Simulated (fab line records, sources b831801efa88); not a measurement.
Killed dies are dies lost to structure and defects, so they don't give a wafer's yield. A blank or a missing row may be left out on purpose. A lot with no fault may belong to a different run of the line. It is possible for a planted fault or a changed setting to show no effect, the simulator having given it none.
fab line records :: flow sfq-line
record
  lots=5
  wafers=15
  last-day=75
route steps=325 shown I6@280 M7@281
lots with no fault: from the same line, run without faults
start-h: start of the lot's first displayed wafer, in hours after the record's first day :: wait-h: how many hours have passed since the lot's step before this one :: " same as the row above :: L1.1+2: a single row standing in for several wafers :: - value missing, or start not given :: * or withheld: withheld :: < > ~ a bound
route shown NAME@n: NAME is a module with steps in the file, n the number in the route of the first one :: usual: the fault-free wafers' mean and standard deviation :: same: alike in all rows :: chamber/n: place in a boat :: sites: each site's reading :: _std_site: standard deviation across them :: _edge_site: outer sites' mean less inner sites' :: radius-mm: how far each site lies from the wafer's centre :: mask NAME#n: copy n :: behind: the last tool/chamber to shape the wafer :: hold: reason for holding the lot/hours on hold/outcome of the hold :: device: transistor that didn't switch, given as n, p or np :: end of line: the tests these same wafers got at the end of their route :: a step given without rows: its recipe and nothing more :: killed: the dies lost at the first sort to structure and to defects; this is not the yield of the wafer :: map: shows each die of a wafer: x if killed, . if not, _ if none is there
set.NAME: the setting that was run; set.NAME@STEP: the one run at that earlier step :: model.NAME: the simulator's own value behind a step, which no gauge read
lots at selected steps of the route; one table per step, one row per wafer
services: from which hour (start-h, from the record's first day; less than 0 if before it) a tool's chamber was out of use, for how many hours, and why
## steps
# step SFQ_TRILAYER_I6_VIA_STRIP_SOLV_CLEAN_174
# recipe
  chemistry=NMP
  temp-c=70
  time-s=600
# step SFQ_TRILAYER_M7_DEP_PRE_CLEAN_176
# recipe
  gas=Ar
  time-s=22.5
  bias-v=250
# step SFQ_TRILAYER_M7_DEP_SPUTTER_175
# recipe
  material=Nb
  base-pressure-pa=1.33e-06
  chamber-pressure-pa=0.1333
  substrate-temp-c=20
  target-thk-nm=200
  power-w=2000
  time-s=133.3
# usual
  throttle-valve-pct=29.9/0.62
# same
  time-s=133.3
lot.wafer: L665.1
tool: pvd-sputter-04
chamber: -
start-h: 1458.82
wait-h: 0.0
throttle-valve-pct: 29.9

lot.wafer: L665.2
tool: pvd-sputter-04
chamber: -
start-h: 1458.82
wait-h: 0.0
throttle-valve-pct: 30.8

lot.wafer: L665.6
tool: pvd-sputter-04
chamber: -
start-h: 1458.82
wait-h: 0.0
throttle-valve-pct: 30.2

lot.wafer: L666.4
tool: pvd-sputter-03
chamber: -
start-h: 1461.22
wait-h: 0.0
throttle-valve-pct: 28.5

lot.wafer: L666.5
tool: pvd-sputter-03
chamber: -
start-h: 1461.22
wait-h: 0.0
throttle-valve-pct: 29.8

lot.wafer: L666.6
tool: pvd-sputter-03
chamber: -
start-h: 1461.22
wait-h: 0.0
throttle-valve-pct: 30.0

lot.wafer: L677.1
tool: pvd-sputter-03
chamber: -
start-h: 1603.27
wait-h: 0.0
throttle-valve-pct: 29.9

lot.wafer: L677.5
tool: pvd-sputter-03
chamber: -
start-h: 1603.27
wait-h: 0.0
throttle-valve-pct: 28.9

lot.wafer: L677.6
tool: pvd-sputter-03
chamber: -
start-h: 1603.27
wait-h: 0.0
throttle-valve-pct: 29.9

lot.wafer: L680.2
tool: pvd-sputter-05
chamber: -
start-h: 1636.93
wait-h: 0.0
throttle-valve-pct: 31.3

lot.wafer: L680.3
tool: pvd-sputter-05
chamber: -
start-h: 1636.93
wait-h: 0.0
throttle-valve-pct: 30.9

lot.wafer: L680.6
tool: pvd-sputter-05
chamber: -
start-h: 1636.93
wait-h: 0.0
throttle-valve-pct: 30.6

lot.wafer: L681.4
tool: pvd-sputter-05
chamber: -
start-h: 1658.51
wait-h: 0.0
throttle-valve-pct: 31.0

lot.wafer: L681.5
tool: pvd-sputter-05
chamber: -
start-h: 1658.51
wait-h: 0.0
throttle-valve-pct: 30.0

lot.wafer: L681.6
tool: pvd-sputter-05
chamber: -
start-h: 1658.51
wait-h: 0.0
throttle-valve-pct: 30.8
# step SFQ_M7_RS_MEAS_943
# recipe
  thk-meas-gauge=four-point-probe
  reads=Nb_of_TRILAYER_M7_DEP_SPUTTER_175
# usual
  M7_NB_RS=0.888/0.0092
lot.wafer: L665.1
tool: film-metro-03
chamber: -
start-h: 1458.91
wait-h: 0.0
M7_NB_RS[ohm/sq]: 0.889

lot.wafer: L665.2
tool: film-metro-03
chamber: -
start-h: 1458.91
wait-h: 0.0
M7_NB_RS[ohm/sq]: 0.891

lot.wafer: L665.6
tool: film-metro-03
chamber: -
start-h: 1458.91
wait-h: 0.0
M7_NB_RS[ohm/sq]: 0.894

lot.wafer: L666.4
tool: film-metro-04
chamber: -
start-h: 1461.37
wait-h: 0.1
M7_NB_RS[ohm/sq]: 0.903

lot.wafer: L666.5
tool: film-metro-04
chamber: -
start-h: 1461.37
wait-h: 0.1
M7_NB_RS[ohm/sq]: 0.911

lot.wafer: L666.6
tool: film-metro-04
chamber: -
start-h: 1461.37
wait-h: 0.1
M7_NB_RS[ohm/sq]: 0.909

lot.wafer: L677.1
tool: film-metro-01
chamber: -
start-h: 1603.36
wait-h: 0.0
M7_NB_RS[ohm/sq]: 0.878

lot.wafer: L677.5
tool: film-metro-01
chamber: -
start-h: 1603.36
wait-h: 0.0
M7_NB_RS[ohm/sq]: 0.873

lot.wafer: L677.6
tool: film-metro-01
chamber: -
start-h: 1603.36
wait-h: 0.0
M7_NB_RS[ohm/sq]: 0.875

lot.wafer: L680.2
tool: film-metro-04
chamber: -
start-h: 1637.04
wait-h: 0.1
M7_NB_RS[ohm/sq]: 0.883

lot.wafer: L680.3
tool: film-metro-04
chamber: -
start-h: 1637.04
wait-h: 0.1
M7_NB_RS[ohm/sq]: 0.889

lot.wafer: L680.6
tool: film-metro-04
chamber: -
start-h: 1637.04
wait-h: 0.1
M7_NB_RS[ohm/sq]: 0.889

lot.wafer: L681.4
tool: film-metro-03
chamber: -
start-h: 1658.66
wait-h: 0.1
M7_NB_RS[ohm/sq]: 0.876

lot.wafer: L681.5
tool: film-metro-03
chamber: -
start-h: 1658.66
wait-h: 0.1
M7_NB_RS[ohm/sq]: 0.883

lot.wafer: L681.6
tool: film-metro-03
chamber: -
start-h: 1658.66
wait-h: 0.1
M7_NB_RS[ohm/sq]: 0.893
# step SFQ_TRILAYER_M7_LITHO_COAT_182
# recipe
  resist=BARC
  spin-rpm=3000
  resist-thk-nm=62
# step SFQ_TRILAYER_M7_LITHO_COAT_177
# recipe
  resist=KrF
  spin-rpm=3000
  resist-thk-nm=600
# step SFQ_TRILAYER_M7_LITHO_SOFTBAKE_181
# recipe
  temp-c=withheld
  time-s=withheld
  resist=KrF
# step SFQ_TRILAYER_M7_LITHO_EXPOSE_178
# recipe
  mask-id=M7
  na=0.6
  source-shape=conventional
  sigma-outer=0.65
  target-cd-nm=500
  dose-mj=14.4
# step SFQ_TRILAYER_M7_LITHO_PEB_180
# recipe
  peb-temp-c=115
  peb-time-s=60
  resist=KrF
# step SFQ_TRILAYER_M7_LITHO_DEVELOP_179
# recipe
  time-s=60
  resist=KrF
# step SFQ_M7_OVL_MEAS_945
# usual
  M7_OVL=-6/5.2
lot.wafer: L665.1
tool: overlay-01
chamber: -
start-h: 1569.22
wait-h: 0.1
M7_OVL[nm]: -2

lot.wafer: L665.2
tool: overlay-01
chamber: -
start-h: 1569.22
wait-h: 0.1
M7_OVL[nm]: -4

lot.wafer: L665.6
tool: overlay-01
chamber: -
start-h: 1569.22
wait-h: 0.1
M7_OVL[nm]: 3

lot.wafer: L666.4
tool: overlay-02
chamber: -
start-h: 1572.84
wait-h: 0.1
M7_OVL[nm]: 7

lot.wafer: L666.5
tool: overlay-02
chamber: -
start-h: 1572.84
wait-h: 0.1
M7_OVL[nm]: -3

lot.wafer: L666.6
tool: overlay-02
chamber: -
start-h: 1572.84
wait-h: 0.1
M7_OVL[nm]: -6

lot.wafer: L677.1
tool: overlay-02
chamber: -
start-h: 1606.85
wait-h: 0.1
M7_OVL[nm]: -12

lot.wafer: L677.5
tool: overlay-02
chamber: -
start-h: 1606.85
wait-h: 0.1
M7_OVL[nm]: -9

lot.wafer: L677.6
tool: overlay-02
chamber: -
start-h: 1606.85
wait-h: 0.1
M7_OVL[nm]: -7

lot.wafer: L680.2
tool: overlay-01
chamber: -
start-h: 1709.25
wait-h: 0.1
M7_OVL[nm]: 6

lot.wafer: L680.3
tool: overlay-01
chamber: -
start-h: 1709.25
wait-h: 0.1
M7_OVL[nm]: -1

lot.wafer: L680.6
tool: overlay-01
chamber: -
start-h: 1709.25
wait-h: 0.1
M7_OVL[nm]: 5

lot.wafer: L681.4
tool: overlay-02
chamber: -
start-h: 1718.73
wait-h: 0.1
M7_OVL[nm]: -6

lot.wafer: L681.5
tool: overlay-02
chamber: -
start-h: 1718.73
wait-h: 0.1
M7_OVL[nm]: -3

lot.wafer: L681.6
tool: overlay-02
chamber: -
start-h: 1718.73
wait-h: 0.1
M7_OVL[nm]: -1
# step SFQ_TRILAYER_M7_BARC_OPEN_METAL_ETCH_229
# recipe
  mask-material=PR
  chemistry=O2
  target-depth-nm=125
  target=BARC
  icp-w=600
  bias-w=80
  pressure-mtorr=10
  time-s=41.7
# usual
  drypump-motor-current-A=5.88/0.29
  oes-product-au=0.685/0.0048
  rf-fwd-power-W=593.6/2.2
# same
  time-s=41.7
lot.wafer: L665.1
tool: rie-metal-01
chamber: 0
start-h: 1569.26
wait-h: 0.0
drypump-motor-current-A: 5.75
oes-product-au: 0.689
rf-fwd-power-W: 597.9
rf-hours-counter-h: 106
model.KrF_of_TRILAYER_M7_LITHO_COAT_177.thk-nm: 525.6

lot.wafer: L665.2
tool: rie-metal-01
chamber: 1
start-h: 1569.26
wait-h: 0.0
drypump-motor-current-A: 5.83
oes-product-au: 0.688
rf-fwd-power-W: 591.3
rf-hours-counter-h: 62
model.KrF_of_TRILAYER_M7_LITHO_COAT_177.thk-nm: 523.1

lot.wafer: L665.6
tool: rie-metal-01
chamber: 0
start-h: 1569.26
wait-h: 0.0
drypump-motor-current-A: 5.76
oes-product-au: 0.679
rf-fwd-power-W: 593.0
rf-hours-counter-h: -
model.KrF_of_TRILAYER_M7_LITHO_COAT_177.thk-nm: 524.2

lot.wafer: L666.4
tool: rie-metal-01
chamber: 1
start-h: 1572.88
wait-h: 0.0
drypump-motor-current-A: 5.87
oes-product-au: 0.679
rf-fwd-power-W: 592.8
rf-hours-counter-h: -
model.KrF_of_TRILAYER_M7_LITHO_COAT_177.thk-nm: 524

lot.wafer: L666.5
tool: rie-metal-01
chamber: 1
start-h: 1572.88
wait-h: 0.0
drypump-motor-current-A: 5.85
oes-product-au: 0.685
rf-fwd-power-W: 592.3
rf-hours-counter-h: -
model.KrF_of_TRILAYER_M7_LITHO_COAT_177.thk-nm: 524.7

lot.wafer: L666.6
tool: rie-metal-01
chamber: 0
start-h: 1572.88
wait-h: 0.0
drypump-motor-current-A: 5.75
oes-product-au: 0.678
rf-fwd-power-W: 592.4
rf-hours-counter-h: -
model.KrF_of_TRILAYER_M7_LITHO_COAT_177.thk-nm: 523.8

lot.wafer: L677.1
tool: rie-metal-01
chamber: 1
start-h: 1606.89
wait-h: 0.0
drypump-motor-current-A: 5.83
oes-product-au: 0.683
rf-fwd-power-W: 593.3
rf-hours-counter-h: 68
model.KrF_of_TRILAYER_M7_LITHO_COAT_177.thk-nm: 522.7

lot.wafer: L677.5
tool: rie-metal-01
chamber: 0
start-h: 1606.89
wait-h: 0.0
drypump-motor-current-A: 5.76
oes-product-au: 0.683
rf-fwd-power-W: 688.8
rf-hours-counter-h: -
model.KrF_of_TRILAYER_M7_LITHO_COAT_177.thk-nm: 516.1

lot.wafer: L677.6
tool: rie-metal-01
chamber: 1
start-h: 1606.89
wait-h: 0.0
drypump-motor-current-A: 5.86
oes-product-au: 0.679
rf-fwd-power-W: 591.9
rf-hours-counter-h: -
model.KrF_of_TRILAYER_M7_LITHO_COAT_177.thk-nm: 524.1

lot.wafer: L680.2
tool: rie-metal-04
chamber: 0
start-h: 1709.28
wait-h: 0.0
drypump-motor-current-A: 6.39
oes-product-au: 0.675
rf-fwd-power-W: 592.7
rf-hours-counter-h: 63
model.KrF_of_TRILAYER_M7_LITHO_COAT_177.thk-nm: 522.6

lot.wafer: L680.3
tool: rie-metal-04
chamber: 0
start-h: 1709.28
wait-h: 0.0
drypump-motor-current-A: 6.40
oes-product-au: 0.673
rf-fwd-power-W: 593.9
rf-hours-counter-h: -
model.KrF_of_TRILAYER_M7_LITHO_COAT_177.thk-nm: 521.4

lot.wafer: L680.6
tool: rie-metal-04
chamber: 1
start-h: 1709.28
wait-h: 0.0
drypump-motor-current-A: 5.42
oes-product-au: 0.693
rf-fwd-power-W: 593.1
rf-hours-counter-h: -
model.KrF_of_TRILAYER_M7_LITHO_COAT_177.thk-nm: 521.8

lot.wafer: L681.4
tool: rie-metal-02
chamber: 0
start-h: 1718.76
wait-h: 0.0
drypump-motor-current-A: 5.62
oes-product-au: 0.684
rf-fwd-power-W: 596.3
rf-hours-counter-h: -
model.KrF_of_TRILAYER_M7_LITHO_COAT_177.thk-nm: 527.8

lot.wafer: L681.5
tool: rie-metal-02
chamber: 0
start-h: 1718.76
wait-h: 0.0
drypump-motor-current-A: 5.64
oes-product-au: 0.688
rf-fwd-power-W: 597.5
rf-hours-counter-h: -
model.KrF_of_TRILAYER_M7_LITHO_COAT_177.thk-nm: 527.5

lot.wafer: L681.6
tool: rie-metal-02
chamber: 1
start-h: 1718.76
wait-h: 0.0
drypump-motor-current-A: 6.24
oes-product-au: 0.687
rf-fwd-power-W: 592.9
rf-hours-counter-h: -
model.KrF_of_TRILAYER_M7_LITHO_COAT_177.thk-nm: 527.4
# step SFQ_TRILAYER_M7_ETCH_METAL_ETCH_180
# recipe
  target=Nb
  stop-on=SiO2
  mask-material=PR
  chemistry=Cl2/Ar
  target-depth-nm=240
  icp-w=600
  bias-w=80
  pressure-mtorr=10
  time-s=120
# usual
  drypump-motor-current-A=5.88/0.29
  oes-product-au=0.895/0.0071
  rf-fwd-power-W=597.1/1.7
# same
  time-s=120
lot.wafer: L665.1
tool: rie-metal-01
chamber: 0
start-h: 1569.32
wait-h: 0.0
drypump-motor-current-A: 5.77
oes-product-au: 0.901
rf-fwd-power-W: 600.4
rf-hours-counter-h: 106
model.KrF_of_TRILAYER_M7_LITHO_COAT_177.thk-nm: 386.2

lot.wafer: L665.2
tool: rie-metal-01
chamber: 1
start-h: 1569.32
wait-h: 0.0
drypump-motor-current-A: 5.83
oes-product-au: 0.893
rf-fwd-power-W: 599.7
rf-hours-counter-h: 62
model.KrF_of_TRILAYER_M7_LITHO_COAT_177.thk-nm: 382.4

lot.wafer: L665.6
tool: rie-metal-01
chamber: 0
start-h: 1569.32
wait-h: 0.0
drypump-motor-current-A: 5.77
oes-product-au: 0.897
rf-fwd-power-W: 596.9
rf-hours-counter-h: -
model.KrF_of_TRILAYER_M7_LITHO_COAT_177.thk-nm: 385.2

lot.wafer: L666.4
tool: rie-metal-01
chamber: 1
start-h: 1572.96
wait-h: 0.1
drypump-motor-current-A: 5.85
oes-product-au: 0.882
rf-fwd-power-W: 593.1
rf-hours-counter-h: -
model.KrF_of_TRILAYER_M7_LITHO_COAT_177.thk-nm: 382.6

lot.wafer: L666.5
tool: rie-metal-01
chamber: 1
start-h: 1572.96
wait-h: 0.1
drypump-motor-current-A: 5.87
oes-product-au: 0.886
rf-fwd-power-W: 594.6
rf-hours-counter-h: -
model.KrF_of_TRILAYER_M7_LITHO_COAT_177.thk-nm: 382.1

lot.wafer: L666.6
tool: rie-metal-01
chamber: 0
start-h: 1572.96
wait-h: 0.1
drypump-motor-current-A: 5.76
oes-product-au: 0.882
rf-fwd-power-W: 599.1
rf-hours-counter-h: -
model.KrF_of_TRILAYER_M7_LITHO_COAT_177.thk-nm: 383.8

lot.wafer: L677.1
tool: rie-metal-01
chamber: 1
start-h: 1606.95
wait-h: 0.0
drypump-motor-current-A: 5.85
oes-product-au: 0.898
rf-fwd-power-W: 596.2
rf-hours-counter-h: 68
model.KrF_of_TRILAYER_M7_LITHO_COAT_177.thk-nm: 381.3

lot.wafer: L677.5
tool: rie-metal-01
chamber: 0
start-h: 1606.95
wait-h: 0.0
drypump-motor-current-A: 5.78
oes-product-au: 0.908
rf-fwd-power-W: 597.7
rf-hours-counter-h: -
model.KrF_of_TRILAYER_M7_LITHO_COAT_177.thk-nm: 373.6

lot.wafer: L677.6
tool: rie-metal-01
chamber: 1
start-h: 1606.95
wait-h: 0.0
drypump-motor-current-A: 5.87
oes-product-au: 0.906
rf-fwd-power-W: 595.8
rf-hours-counter-h: -
model.KrF_of_TRILAYER_M7_LITHO_COAT_177.thk-nm: 383.3

lot.wafer: L680.2
tool: rie-metal-04
chamber: 0
start-h: 1709.34
wait-h: 0.0
drypump-motor-current-A: 6.38
oes-product-au: 0.904
rf-fwd-power-W: 599.2
rf-hours-counter-h: 63
model.KrF_of_TRILAYER_M7_LITHO_COAT_177.thk-nm: 380.7

lot.wafer: L680.3
tool: rie-metal-04
chamber: 0
start-h: 1709.34
wait-h: 0.0
drypump-motor-current-A: 6.39
oes-product-au: 0.897
rf-fwd-power-W: 598.4
rf-hours-counter-h: -
model.KrF_of_TRILAYER_M7_LITHO_COAT_177.thk-nm: 378.3

lot.wafer: L680.6
tool: rie-metal-04
chamber: 1
start-h: 1709.34
wait-h: 0.0
drypump-motor-current-A: 5.44
oes-product-au: 0.889
rf-fwd-power-W: 595.7
rf-hours-counter-h: -
model.KrF_of_TRILAYER_M7_LITHO_COAT_177.thk-nm: 380.3

lot.wafer: L681.4
tool: rie-metal-02
chamber: 0
start-h: 1718.85
wait-h: 0.1
drypump-motor-current-A: 5.61
oes-product-au: 0.897
rf-fwd-power-W: 597.6
rf-hours-counter-h: -
model.KrF_of_TRILAYER_M7_LITHO_COAT_177.thk-nm: 386.8

lot.wafer: L681.5
tool: rie-metal-02
chamber: 0
start-h: 1718.85
wait-h: 0.1
drypump-motor-current-A: 5.62
oes-product-au: 0.908
rf-fwd-power-W: 598.4
rf-hours-counter-h: -
model.KrF_of_TRILAYER_M7_LITHO_COAT_177.thk-nm: 386.6

lot.wafer: L681.6
tool: rie-metal-02
chamber: 1
start-h: 1718.85
wait-h: 0.1
drypump-motor-current-A: 6.21
oes-product-au: 0.893
rf-fwd-power-W: 595.4
rf-hours-counter-h: -
model.KrF_of_TRILAYER_M7_LITHO_COAT_177.thk-nm: 385.1
# step SFQ_TRILAYER_M7_STRIP_STRIP_181
# recipe
  gas=O2
  power-w=200
  platen-temp-c=40
  overash-fraction=0.65
  chemistry=O2
  pressure-mtorr=50
# usual
  drypump-motor-current-A=5.88/0.29
  oes-product-au=0.997/0.0085
lot.wafer: L665.1
tool: rie-metal-01
chamber: 0
start-h: 1569.44
wait-h: 0.1
drypump-motor-current-A: 5.75
oes-product-au: 1.006
rf-hours-counter-h: 106

lot.wafer: L665.2
tool: rie-metal-01
chamber: 1
start-h: 1569.44
wait-h: 0.1
drypump-motor-current-A: 5.84
oes-product-au: 1.012
rf-hours-counter-h: 63

lot.wafer: L665.6
tool: rie-metal-01
chamber: 0
start-h: 1569.44
wait-h: 0.1
drypump-motor-current-A: 5.76
oes-product-au: 1.004
rf-hours-counter-h: -

lot.wafer: L666.4
tool: rie-metal-01
chamber: 1
start-h: 1573.24
wait-h: 0.2
drypump-motor-current-A: 5.84
oes-product-au: 0.997
rf-hours-counter-h: -

lot.wafer: L666.5
tool: rie-metal-01
chamber: 1
start-h: 1573.24
wait-h: 0.2
drypump-motor-current-A: 5.86
oes-product-au: 1.012
rf-hours-counter-h: -

lot.wafer: L666.6
tool: rie-metal-01
chamber: 0
start-h: 1573.24
wait-h: 0.2
drypump-motor-current-A: 5.75
oes-product-au: 0.998
rf-hours-counter-h: -

lot.wafer: L677.1
tool: rie-metal-01
chamber: 1
start-h: 1607.07
wait-h: 0.1
drypump-motor-current-A: 5.85
oes-product-au: 0.992
rf-hours-counter-h: 69

lot.wafer: L677.5
tool: rie-metal-01
chamber: 0
start-h: 1607.07
wait-h: 0.1
drypump-motor-current-A: 5.77
oes-product-au: 0.986
rf-hours-counter-h: -

lot.wafer: L677.6
tool: rie-metal-01
chamber: 1
start-h: 1607.07
wait-h: 0.1
drypump-motor-current-A: 5.86
oes-product-au: 0.992
rf-hours-counter-h: -

lot.wafer: L680.2
tool: rie-metal-04
chamber: 0
start-h: 1709.46
wait-h: 0.1
drypump-motor-current-A: 6.37
oes-product-au: 0.997
rf-hours-counter-h: 63

lot.wafer: L680.3
tool: rie-metal-04
chamber: 0
start-h: 1709.46
wait-h: 0.1
drypump-motor-current-A: 6.37
oes-product-au: 1.001
rf-hours-counter-h: -

lot.wafer: L680.6
tool: rie-metal-04
chamber: 1
start-h: 1709.46
wait-h: 0.1
drypump-motor-current-A: 5.42
oes-product-au: 0.993
rf-hours-counter-h: -

lot.wafer: L681.4
tool: rie-metal-02
chamber: 0
start-h: 1719.13
wait-h: 0.2
drypump-motor-current-A: 5.63
oes-product-au: 0.983
rf-hours-counter-h: -

lot.wafer: L681.5
tool: rie-metal-02
chamber: 0
start-h: 1719.13
wait-h: 0.2
drypump-motor-current-A: 5.63
oes-product-au: 0.990
rf-hours-counter-h: -

lot.wafer: L681.6
tool: rie-metal-02
chamber: 1
start-h: 1719.13
wait-h: 0.2
drypump-motor-current-A: 6.24
oes-product-au: 0.991
rf-hours-counter-h: -
## services
tool: rie-metal-04
chamber: 1
start-h: 1466.23
hours: 96.7
kind: repair

tool: pvd-sputter-05
chamber: -
start-h: 1478.21
hours: 1.8
kind: repair

tool: pvd-sputter-05
chamber: -
start-h: 1510.06
hours: 10.2
kind: repair

tool: rie-metal-04
chamber: -
start-h: 1522.13
hours: 2.8
kind: pm

tool: rie-metal-01
chamber: 1
start-h: 1531.44
hours: 5.1
kind: repair

tool: rie-metal-04
chamber: 1
start-h: 1562.97
hours: -
kind: clean

tool: rie-metal-04
chamber: 1
start-h: 1562.97
hours: -
kind: consumable-replace:focus-ring

tool: rie-metal-04
chamber: 1
start-h: 1562.97
hours: 12.4
kind: scheduled-down

tool: rie-metal-04
chamber: 1
start-h: 1562.97
hours: 12.4
kind: vent-cycle

tool: rie-metal-04
chamber: 0
start-h: 1563.34
hours: 6.5
kind: repair

tool: pvd-sputter-04
chamber: -
start-h: 1573.41
hours: 9.2
kind: repair

tool: pvd-sputter-03
chamber: -
start-h: 1588.15
hours: 2.1
kind: repair

tool: pvd-sputter-03
chamber: -
start-h: 1589.13
hours: 0.9
kind: repair

tool: rie-metal-02
chamber: 1
start-h: 1604.73
hours: 2.6
kind: repair

tool: pvd-sputter-04
chamber: 0
start-h: 1606.73
hours: -
kind: consumable-replace:kit

tool: pvd-sputter-05
chamber: -
start-h: 1608.00
hours: 5.0
kind: repair

tool: rie-metal-02
chamber: 0
start-h: 1622.97
hours: 2.0
kind: repair

tool: pvd-sputter-03
chamber: -
start-h: 1655.79
hours: 1.2
kind: repair

tool: rie-metal-01
chamber: -
start-h: 1665.50
hours: 0.8
kind: repair

tool: pvd-sputter-04
chamber: -
start-h: 1676.54
hours: 6.1
kind: repair

tool: rie-metal-01
chamber: -
start-h: 1705.08
hours: 39.8
kind: repair

tool: pvd-sputter-03
chamber: 2
start-h: 1708.42
hours: -
kind: consumable-replace:kit

tool: pvd-sputter-03
chamber: 2
start-h: 1708.42
hours: 18.0
kind: scheduled-down

tool: pvd-sputter-03
chamber: 2
start-h: 1708.42
hours: 18.0
kind: vent-cycle
## key
first-sign
  step=SFQ_TRILAYER_M7_BARC_OPEN_METAL_ETCH_229
  reading=rf-fwd-power-W
  direction=up
  sigmas=43
  usual=593.6
  struck=688.8
effect none on later readings
model-effect
  step=SFQ_TRILAYER_M7_BARC_OPEN_METAL_ETCH_229
  value=KrF_of_TRILAYER_M7_LITHO_COAT_177.thk-nm
  without=523.4
  struck=516.1
model-effect
  step=SFQ_TRILAYER_M7_ETCH_METAL_ETCH_180
  value=KrF_of_TRILAYER_M7_LITHO_COAT_177.thk-nm
  without=380.8
  struck=373.6
met-at SFQ_TRILAYER_M7_BARC_OPEN_METAL_ETCH_229
struck-wafers L677.5
onset-between 1572.88 1606.89
fault
  kind=process-parameter-drift
  tool=rie-metal-01
  chamber=0
  onset-h=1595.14
  steps=SFQ_TRILAYER_M7_BARC_OPEN_METAL_ETCH_229
  channel=icp-w
  offset=96
  shape=step
  end-h=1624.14
  acts-in=these-recipes-only
  stated=600
